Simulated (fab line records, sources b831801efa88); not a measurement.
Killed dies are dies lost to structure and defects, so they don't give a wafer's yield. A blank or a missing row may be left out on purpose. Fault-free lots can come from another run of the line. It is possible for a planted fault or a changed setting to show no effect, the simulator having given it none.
What tool caused it?    flow gf180mcu    7 lots with 21 wafers sampled at 4 steps, on a route of 602 steps

## WHAT EACH GAUGE READ, for each wafer
GF_V4_THK_MEAS_03.
lot   measured      on             V4_CVD_02_THK (nm)
L425  day 24 01:16  film-metro-01  823 827 845
L428  day 25 01:14  film-metro-03  839 858 857
L430  day 25 17:02  film-metro-03  822 844 858
L433  day 26 10:03  film-metro-04  838 839 849
L440  day 28 12:47  film-metro-03  844 851 849
L444  day 29 16:49  film-metro-04  828 843 826

## EACH LOT AND THE TOOL THAT RAN IT (in order: tool; ch and the chambers of the sampled wafers; start)
lot   GF_V3_CVD_02                     GF_V3_ETCH_17                                  GF_M4_EXPOSE_11
L425  pecvd-03 ch 0,2, day 22 01:08    rie-diel-04 ch 0,2, day 23 13:21 or earlier    krf-scanner-02 ch 0, day 23 13:21
L428  pecvd-03 ch 0,1,2, day 23 01:35  rie-diel-04 ch 1,2, day 24 13:29 or earlier    krf-scanner-02 ch 0, day 24 13:29
L430  pecvd-03 ch 0,2, day 23 17:57    rie-diel-04 ch 2,3, day 25 05:54 or earlier    krf-scanner-01 ch 0, day 25 05:54
L433  pecvd-04 ch 0,2, day 24 12:46    rie-diel-03 ch 0,2, day 25 22:54 or earlier    krf-scanner-02 ch 0, day 25 22:54
L438  pecvd-02 ch 1,2, day 26 07:33    rie-diel-03 ch 0,2,3, day 27 17:02 or earlier  krf-scanner-01, day 27 17:02
L440  pecvd-04 ch 1,2, day 26 17:33    rie-diel-04 ch 0,2,3, day 28 02:24 or earlier  krf-scanner-02 ch 0, day 28 02:24
L444  pecvd-04 ch 0,1,2, day 27 22:32  rie-diel-03 ch 0,2,3, day 29 06:27 or earlier  krf-scanner-02 ch 0, day 29 06:27
- GF_V3_CVD_02: deposits SiO2 from TEOS, target thk 850 nm, time 94.851 s.
- GF_V3_ETCH_17: etches SiO2 in C4F8/O2/Ar, stops on TiN, target depth 635 nm.
- GF_M4_EXPOSE_11: exposes mask Metal4, target cd 280 nm.

## THE ANSWER, worked out from the rows above alone
Rule: usual is defined by the lots themselves. The widest of any qualifying gaps counts: lots, ordered by their means at a reading, are off when they make up no more than a third of the lots, leave a main group of 4 or more, and stand apart from it by 3 or more times the standard deviation of that group's means. Not used: any main group whose means are identical at the precision the tables above print for the reading. A lot without any number at a reading at which 4 lots or more have one is off too. Any other lot the step has rows for is counted as sound.
Nothing can be told from this: no lot is off at any reading shown.

## WHAT THE SIMULATOR HAD INSERTED
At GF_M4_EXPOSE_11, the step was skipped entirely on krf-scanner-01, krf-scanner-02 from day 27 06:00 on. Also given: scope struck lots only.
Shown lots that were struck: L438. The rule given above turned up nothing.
